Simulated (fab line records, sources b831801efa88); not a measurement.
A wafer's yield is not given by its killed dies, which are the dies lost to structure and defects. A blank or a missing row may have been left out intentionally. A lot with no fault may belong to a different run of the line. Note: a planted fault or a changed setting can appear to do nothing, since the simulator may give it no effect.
fab line records -- flow sky130
record: lots: 6, wafers: 14, lastDay: 50
route steps=708 shown SD_N@344 SD_P@359 RES_XHIGH@360 PAD_OPEN@708
lots that met no fault: from a run of the same line without faults
startH: hours from the record's opening day to when the first of the lot's shown wafers began -- waitH: time in hours since the lot's previous step -- " repeats the value in the row above -- L1.1+2: a row that stands for several wafers -- - no value, or no start given -- * or withheld: withheld -- < > ~ a bound
route shown NAME@n: a module of which the file shows steps, and the number in the route of the first -- usual: mean/standard deviation taken from wafers without a fault -- same: alike in all rows -- chamber/n: place in a boat -- sites: the reading at each site -- _std_site: how widely they spread, as a standard deviation -- _edge_site: the outer-site mean with the inner-site mean subtracted -- radiusMm: for every site, how far away it sits from the centre of the wafer -- mask NAME#n: copy n -- behind: tool/chamber where the wafer was last shaped -- hold: why the lot was held/for how many hours/how that ended -- device: names the non-switching transistor (n, p or np) -- end of line: the route-end tests of the same wafers -- a step with no rows: only its recipe -- killed: count of dies lost to structure and defects at first sort (not the wafer's yield) -- map: per-die view of a wafer (x killed, . not killed, _ where there is no die)
set.NAME: the run value of the setting; set.NAME@STEP: its run value at that earlier step -- model.NAME: the simulator's own value behind a step, which no gauge read
certain route steps with their lots: each step a table, each wafer a row
services: a tool's chamber out of use, with start hour (startH, from the record's first day; less than 0 if before it), hours out, and reason
== steps ==
step: SKY_SD_N_COAT_02
recipe: resist: NOVOLAK, spinRpm: 3000, resistThkNm: 1140
step: SKY_SD_N_SOFTBAKE_03
recipe: tempC: 90, timeS: 60, resist: NOVOLAK
step: SKY_SD_N_EXPOSE_04
recipe: maskId: NSDM, na: 0.6, sourceShape: conventional, sigmaOuter: 0.6, polarization: unpolarized, targetCdNm: 380, doseMj: 142.8
step: SKY_SD_N_PEB_05
recipe: tempC: withheld, timeS: *, resist: NOVOLAK
step: SKY_SD_N_DEVELOP_06
recipe: resist: NOVOLAK, developer: TMAH, developTimeS: 60, devTempC: 23
step: SKY_SD_N_CD_MEAS_07
recipe: targetCdNm: 380
usual: cdNm: 379.3/2
lot.wafer,tool,chamber,startH,waitH,cdNm
L381.4,cdSem-02,-,670.45,0.1,379.0
L381.5,cdSem-02,-,670.45,0.1,379.8
L381.6,cdSem-02,-,670.45,0.1,381.0
L385.1,cdSem-02,-,708.19,0.1,379.7
L385.2,cdSem-02,-,708.19,0.1,377.2
L385.5,cdSem-02,-,708.19,0.1,378.9
L391.2,cdSem-01,-,740.96,0.1,382.1
L391.4,cdSem-01,-,740.96,0.1,382.6
L391.6,cdSem-01,-,740.96,0.1,380.2
L399.6,cdSem-02,-,805.04,0.1,378.6
L400.4,cdSem-01,-,810.42,0.1,383.3
L401.1,cdSem-01,-,813.96,0.1,379.6
L401.2,cdSem-01,-,813.96,0.1,377.1
L401.3,cdSem-01,-,813.96,0.1,382.1
step: SKY_SD_N_OVL_MEAS_08
usual: SD_N_OVL: 0.8/1.2
lot.wafer,tool,chamber,startH,waitH,SD_N_OVL[nm]
L381.4,overlay-01,-,670.53,0.1,-0.1
L381.5,overlay-01,-,670.53,0.1,-0.2
L381.6,overlay-01,-,670.53,0.1,0.7
L385.1,overlay-01,-,708.31,0.1,4.1
L385.2,overlay-01,-,708.31,0.1,0.9
L385.5,overlay-01,-,708.31,0.1,3.3
L391.2,overlay-01,-,741.07,0.1,1.8
L391.4,overlay-01,-,741.07,0.1,0.1
L391.6,overlay-01,-,741.07,0.1,0.4
L399.6,overlay-02,-,805.09,0.0,0.9
L400.4,overlay-02,-,810.49,0.1,2.0
L401.1,overlay-02,-,814.08,0.1,2.0
L401.2,overlay-02,-,814.08,0.1,0.2
L401.3,overlay-02,-,814.08,0.1,0.1
step: SKY_SD_N_IMPLANT_09
recipe: species: As, energyKev: 50, doseCm2: 4e+15, tiltDeg: 0
step: SKY_SD_N_IMPLANT_10
recipe: species: P, energyKev: 20, doseCm2: 1e+14, tiltDeg: 0
step: SKY_SD_N_STRIP_11
recipe: chemistry: O2/N2, powerW: 1400, pressureMtorr: 1500, platenTempC: withheld, o2FlowSccm: 3000, n2FlowSccm: 300, overashFraction: 0.5
usual: drypumpMotorCurrentA: 5.9/0.52, oesProductAu: 0.528/0.0048, stripTimeToEndpointS: 22.55/0.041
same: overashFraction: 0.5
lot.wafer,tool,chamber,startH,waitH,drypumpMotorCurrentA,oesProductAu,rfHoursCounterH,stripTimeToEndpointS
L381.4,plasmaAsher-02,0,670.88,0.1,6.0,0.525,-,22.57
L381.5,plasmaAsher-02,1,670.88,0.1,5.0,0.525,-,22.56
L381.6,plasmaAsher-02,0,670.88,0.1,6.0,0.531,-,22.57
L385.1,plasmaAsher-01,1,708.65,0.1,6.8,0.529,97,22.55
L385.2,plasmaAsher-01,0,708.65,0.1,5.5,0.531,97,22.57
L385.5,plasmaAsher-01,1,708.65,0.1,6.7,0.525,-,22.57
L391.2,plasmaAsher-03,0,741.40,0.1,6.4,0.529,59,22.57
L391.4,plasmaAsher-03,1,741.40,0.1,6.0,0.530,-,22.59
L391.6,plasmaAsher-03,0,741.40,0.1,6.3,0.528,-,22.63
L399.6,plasmaAsher-03,0,805.47,0.1,6.3,0.525,-,22.53
L400.4,plasmaAsher-02,1,810.85,0.1,5.0,0.530,-,22.55
L401.1,plasmaAsher-02,0,814.42,0.1,6.0,0.528,40,22.50
L401.2,plasmaAsher-02,1,814.42,0.1,5.0,0.531,40,22.50
L401.3,plasmaAsher-02,1,814.42,0.1,5.0,0.520,-,22.53
step: SKY_SD_N_TW_MEAS_12
usual: SD_N_TW: 3932/23
lot.wafer,tool,chamber,startH,waitH,SD_N_TW
L381.4,filmMetro-01,-,670.98,0.1,3958
L381.5,filmMetro-01,-,670.98,0.1,3938
L381.6,filmMetro-01,-,670.98,0.1,3969
L385.1,filmMetro-04,-,708.75,0.1,3953
L385.2,filmMetro-04,-,708.75,0.1,3975
L385.5,filmMetro-04,-,708.75,0.1,3989
L391.2,filmMetro-04,-,741.51,0.1,3940
L391.4,filmMetro-04,-,741.51,0.1,3946
L391.6,filmMetro-04,-,741.51,0.1,3945
L399.6,filmMetro-04,-,805.55,0.1,3922
L400.4,filmMetro-03,-,810.94,0.1,3900
L401.1,filmMetro-03,-,814.52,0.1,3917
L401.2,filmMetro-03,-,814.52,0.1,3905
L401.3,filmMetro-03,-,814.52,0.1,3924
step: SKY_SD_N_CLEAN_13
recipe: chemistry: SC1/SC2, mix: 1:4:20, tempC: 70, timeS: 150, dry: n2Spin
step: SKY_SD_N_RTA_14
recipe: tempC: 1075, timeS: 2, idleTempC: 650, rampUpCPerS: 150, rampDownCPerS: 90, ambient: N2
usual: lampPowerPct: 15.74/0.05, wafer_temp_C_max: 1077.9/1.2
lot.wafer,tool,chamber,startH,waitH,lampPowerPct,wafer_temp_C_max
L381.4,rtpAnneal-01,0,671.09,0.0,15.72,1078.5
L381.5,rtpAnneal-01,0,671.09,0.0,15.76,1076.3
L381.6,rtpAnneal-01,0,671.09,0.0,15.77,1077.1
L385.1,rtpAnneal-01,0,708.86,0.0,15.71,1077.4
L385.2,rtpAnneal-01,0,708.86,0.0,15.67,1079.4
L385.5,rtpAnneal-01,0,708.86,0.0,15.71,1078.4
L391.2,rtpAnneal-02,0,741.67,0.0,15.72,1078.3
L391.4,rtpAnneal-02,0,741.67,0.0,15.78,1076.7
L391.6,rtpAnneal-02,0,741.67,0.0,15.78,1078.2
L399.6,rtpAnneal-02,0,805.65,0.0,15.79,1083.1
L400.4,rtpAnneal-02,0,811.05,0.0,15.81,1082.7
L401.1,rtpAnneal-01,0,814.63,0.0,15.69,1078.6
L401.2,rtpAnneal-01,0,814.63,0.0,15.81,1078.1
L401.3,rtpAnneal-01,0,814.63,0.0,15.81,1076.5
step: SKY_SD_N_RS_MEAS_16
recipe: thkMeasGauge: four-point-probe
usual: SD_N_RS: 68.56/0.11
lot.wafer,tool,chamber,startH,waitH,SD_N_RS[ohm/sq]
L381.4,filmMetro-03,-,671.30,0.1,68.48
L381.5,filmMetro-03,-,671.30,0.1,68.74
L381.6,filmMetro-03,-,671.30,0.1,68.49
L385.1,filmMetro-01,-,709.03,0.1,68.60
L385.2,filmMetro-01,-,709.03,0.1,68.69
L385.5,filmMetro-01,-,709.03,0.1,68.75
L391.2,filmMetro-04,-,741.86,0.1,68.64
L391.4,filmMetro-04,-,741.86,0.1,68.69
L391.6,filmMetro-04,-,741.86,0.1,68.52
L399.6,filmMetro-01,-,805.88,0.1,67.82
L400.4,filmMetro-01,-,811.26,0.1,67.81
L401.1,filmMetro-03,-,814.80,0.1,68.56
L401.2,filmMetro-03,-,814.80,0.1,68.58
L401.3,filmMetro-03,-,814.80,0.1,68.65
step: SKY_SD_N_RS_MEAS_17
recipe: thkMeasGauge: four-point-probe
usual: SD_P_RS: 147.1/0.33
lot.wafer,tool,chamber,startH,waitH,SD_P_RS[ohm/sq]
L381.4,filmMetro-03,-,671.42,0.1,147.3
L381.5,filmMetro-03,-,671.42,0.1,147.1
L381.6,filmMetro-03,-,671.42,0.1,147.0
L385.1,filmMetro-01,-,709.15,0.1,147.1
L385.2,filmMetro-01,-,709.15,0.1,147.2
L385.5,filmMetro-01,-,709.15,0.1,147.5
L391.2,filmMetro-04,-,741.98,0.1,146.9
L391.4,filmMetro-04,-,741.98,0.1,147.6
L391.6,filmMetro-04,-,741.98,0.1,146.9
L399.6,filmMetro-01,-,806.00,0.1,143.6
L400.4,filmMetro-01,-,811.38,0.1,143.3
L401.1,filmMetro-03,-,814.92,0.1,147.1
L401.2,filmMetro-03,-,814.92,0.1,147.1
L401.3,filmMetro-03,-,814.92,0.1,147.1
step: SKY_SD_N_RS_MEAS_18
recipe: thkMeasGauge: four-point-probe
usual: RES_XHIGH_RS: 333.1/1.1
lot.wafer,tool,chamber,startH,waitH,RES_XHIGH_RS[ohm/sq]
L381.4,filmMetro-03,-,671.54,0.1,331.7
L381.5,filmMetro-03,-,671.54,0.1,332.0
L381.6,filmMetro-03,-,671.54,0.1,330.8
L385.1,filmMetro-01,-,709.27,0.1,331.0
L385.2,filmMetro-01,-,709.27,0.1,332.3
L385.5,filmMetro-01,-,709.27,0.1,332.9
L391.2,filmMetro-04,-,742.10,0.1,334.2
L391.4,filmMetro-04,-,742.10,0.1,334.0
L391.6,filmMetro-04,-,742.10,0.1,332.0
L399.6,filmMetro-01,-,806.12,0.1,332.1
L400.4,filmMetro-01,-,811.50,0.1,332.1
L401.1,filmMetro-03,-,815.04,0.1,331.7
L401.2,filmMetro-03,-,815.04,0.1,331.9
L401.3,filmMetro-03,-,815.04,0.1,331.4
step: SKY_PAD_OPEN_PROBE_99
usual: killed_at_M0_to_M3: 42/6.8, killed_at_M4_up: 3.4/1.8, killedAtContacts: 25/5.7, killedAtFrontEnd: 16/4.8, killedAtOther: 0.2/0.39, killedDies: 87/9.6, killedOpen: 47/6.9, killedShort: 40/6.3
same: grossDies: 492, killedAtBackSide: 0
lot.wafer,tool,chamber,startH,waitH,killed_at_M0_to_M3,killed_at_M4_up,killedAtContacts,killedAtFrontEnd,killedAtOther,killedDies,killedOpen,killedShort,model.etest.liconHighPo.rcOhm,model.etest.resHighPo.rsOhmSq,model.etest.resPdiffHv.rsOhmSq,model.etest.resPdiff.rsOhmSq
L381.4,prober-02,-,1094.18,0.2,38,5,24,17,1,85,42,43,352.7,266.2,190.7,196.7
L381.5,prober-02,-,1094.23,0.2,51,6,21,16,1,95,52,43,343.3,266.1,190.3,198.8
L381.6,prober-02,-,1094.28,0.2,43,2,35,19,0,99,56,43,340.5,260.1,189.3,196.5
L385.1,prober-01,-,1122.23,0.1,36,3,35,13,0,87,51,36,356.6,257.3,193.1,197.4
L385.2,prober-01,-,1122.28,0.1,45,4,23,9,0,81,51,30,331.6,252.4,191.3,195.9
L385.5,prober-01,-,1122.43,0.2,37,5,27,14,0,83,36,47,335.3,261.3,193.3,197
L391.2,prober-01,-,1146.32,0.1,37,1,21,9,0,68,37,31,367.7,266.7,191.3,198.2
L391.4,prober-01,-,1146.42,0.2,33,2,24,16,0,75,45,30,366.6,265.4,193.9,199.6
L391.6,prober-01,-,1146.52,0.2,57,4,23,24,0,108,52,56,366.6,262,191.2,197.9
L399.6,prober-01,-,1186.34,0.2,46,3,20,20,0,89,47,42,320.8,247.9,182.9,188.7
L400.4,prober-02,-,1189.62,0.2,36,2,34,17,0,89,47,42,338.1,251.6,183.2,188
L401.1,prober-01,-,1190.62,0.1,40,3,26,4,0,73,48,25,356.6,260.2,192.8,199.7
L401.2,prober-01,-,1190.67,0.1,34,1,27,12,0,74,44,30,358,262.2,193.8,200.9
L401.3,prober-01,-,1190.72,0.2,42,1,21,16,0,80,44,36,356.2,254.8,193.9,198.7
killed by level:class
L381.4 CONTACT:geometricParticle:open=9 VIA2:geometricParticle:open=7 VIA1:geometricParticle:short=7 FIELD_ISO:geometricParticle:open=5 METAL1:geometricParticle:short=5 LI_CONTACT:geometricParticle:short=5 LI_CONTACT:geometricParticle:open=5 VIA1:geometricParticle:open=5
L381.5 VIA1:geometricParticle:open=12 FIELD_ISO:geometricParticle:short=9 VIA2:geometricParticle:open=9 METAL2:geometricParticle:short=9 LI_CONTACT:geometricParticle:open=8 CONTACT:geometricParticle:open=7 METAL1:geometricParticle:short=7 FIELD_ISO:geometricParticle:open=5
L381.6 CONTACT:geometricParticle:open=12 VIA2:geometricParticle:open=9 VIA1:geometricParticle:open=9 LI_CONTACT:geometricParticle:open=7 FIELD_ISO:geometricParticle:open=6 LI_CONTACT:geometricParticle:short=6 METAL1:geometricParticle:short=6 VIA3:geometricParticle:open=6
L385.1 CONTACT:geometricParticle:open=13 VIA1:geometricParticle:short=7 VIA1:geometricParticle:open=7 LI_CONTACT:geometricParticle:open=7 VIA3:geometricParticle:open=6 POLY_GATE:geometricParticle:open=5 LOCAL_INTERCONNECT:geometricParticle:short=5 LOCAL_INTERCONNECT:geometricParticle:open=5
L385.2 VIA1:geometricParticle:open=13 CONTACT:geometricParticle:open=9 VIA3:geometricParticle:open=9 LI_CONTACT:geometricParticle:open=8 METAL2:geometricParticle:short=5 METAL1:geometricParticle:short=5 VIA2:geometricParticle:open=4 VIA3:geometricParticle:short=4
L385.5 LOCAL_INTERCONNECT:geometricParticle:short=7 VIA1:geometricParticle:open=7 CONTACT:geometricParticle:short=6 LI_CONTACT:geometricParticle:open=6 CONTACT:geometricParticle:open=5 VIA3:geometricParticle:open=5 POLY_GATE:geometricParticle:short=4 METAL1:geometricParticle:short=4
L391.2 VIA2:geometricParticle:open=11 CONTACT:geometricParticle:open=6 VIA1:geometricParticle:open=6 LI_CONTACT:geometricParticle:open=4 CONTACT:geometricParticle:short=4 METAL1:geometricParticle:short=4 LI_CONTACT:geometricParticle:short=3 METAL3:geometricParticle:short=3
L391.4 VIA1:geometricParticle:open=12 LI_CONTACT:geometricParticle:open=9 CONTACT:geometricParticle:open=8 FIELD_ISO:geometricParticle:short=4 POLY_GATE:geometricParticle:open=4 METAL2:geometricParticle:open=4 VIA2:geometricParticle:open=4 POLY_GATE:geometricParticle:short=3
L391.6 FIELD_ISO:geometricParticle:short=12 VIA2:geometricParticle:open=11 METAL1:geometricParticle:short=9 VIA1:geometricParticle:open=8 LI_CONTACT:geometricParticle:short=7 METAL2:geometricParticle:short=7 VIA1:geometricParticle:short=6 FIELD_ISO:geometricParticle:open=5
L399.6 VIA1:geometricParticle:open=10 METAL2:geometricParticle:short=7 VIA1:geometricParticle:short=7 LI_CONTACT:geometricParticle:open=6 CONTACT:geometricParticle:open=6 POLY_GATE:geometricParticle:open=5 VIA2:geometricParticle:short=5 VIA3:geometricParticle:short=5
L400.4 LI_CONTACT:geometricParticle:open=12 CONTACT:geometricParticle:open=10 METAL1:geometricParticle:short=7 CONTACT:geometricParticle:short=6 METAL2:geometricParticle:short=6 VIA3:geometricParticle:open=5 POLY_GATE:geometricParticle:short=5 POLY_GATE:geometricParticle:open=5
L401.1 CONTACT:geometricParticle:open=10 VIA1:geometricParticle:open=10 VIA3:geometricParticle:open=8 VIA2:geometricParticle:open=6 METAL2:geometricParticle:short=5 LI_CONTACT:geometricParticle:open=4 LOCAL_INTERCONNECT:geometricParticle:short=4 LI_CONTACT:geometricParticle:short=3
L401.2 CONTACT:geometricParticle:open=10 VIA3:geometricParticle:open=8 LI_CONTACT:geometricParticle:open=6 VIA1:geometricParticle:open=5 CONTACT:geometricParticle:short=5 VIA2:geometricParticle:short=5 VIA2:geometricParticle:open=5 LOCAL_INTERCONNECT:geometricParticle:short=4
L401.3 METAL1:geometricParticle:short=9 VIA1:geometricParticle:open=8 CONTACT:geometricParticle:open=6 LI_CONTACT:geometricParticle:open=5 METAL2:geometricParticle:short=5 VIA1:geometricParticle:short=5 VIA2:geometricParticle:open=5 FIELD_ISO:geometricParticle:open=4
== services ==
tool,chamber,startH,hours,kind
plasmaAsher-03,-,660.11,2.8,pm
plasmaAsher-03,-,694.39,1.4,repair
plasmaAsher-03,-,702.17,14.1,repair
plasmaAsher-03,-,703.84,0.6,repair
rtpAnneal-01,-,714.91,1.9,pm
plasmaAsher-01,-,733.75,9.0,pm
plasmaAsher-01,0,733.75,9.0,ventCycle
plasmaAsher-01,1,733.75,9.0,ventCycle
plasmaAsher-01,0,742.75,-,clean
plasmaAsher-01,1,742.75,-,clean
rtpAnneal-01,-,805.80,7.5,pm
== key ==
firstSign: step: SKY_SD_N_RTA_14, reading: wafer_temp_C_max, direction: up, sigmas: 4.2, usual: *, struck: *
effect: step: SKY_SD_N_RS_MEAS_16, reading: SD_N_RS, direction: down, sigmas: 7, usual: 68.56, struck: 67.82
effect: step: SKY_SD_N_RS_MEAS_17, reading: SD_P_RS, direction: down, sigmas: 11, usual: 147.1, struck: 143.5
modelEffect: step: SKY_PAD_OPEN_PROBE_99, value: etest.liconHighPo.rcOhm, without: 347.8, struck: 329.4
metAt SKY_SD_N_RTA_14
struckWafers L399.6,L400.4
testerLeftOut L399,L400
onsetBetween 741.67 805.65
fault: kind: processParameterDrift, tool: rtpAnneal-02, chamber: -, onsetH: 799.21, steps: SKY_SD_N_RTA_14, channel: tempC, offset: *, shape: step, endH: 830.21, actsIn: *, stated: *
testerLeftOut: of these lots the tester's yield and bins aren't shown, on N5 and GAA mostly nor the transistor test; their killed dies are dies lost to structure and defects alone, not to doping, threshold or leakage, so they don't give the yield
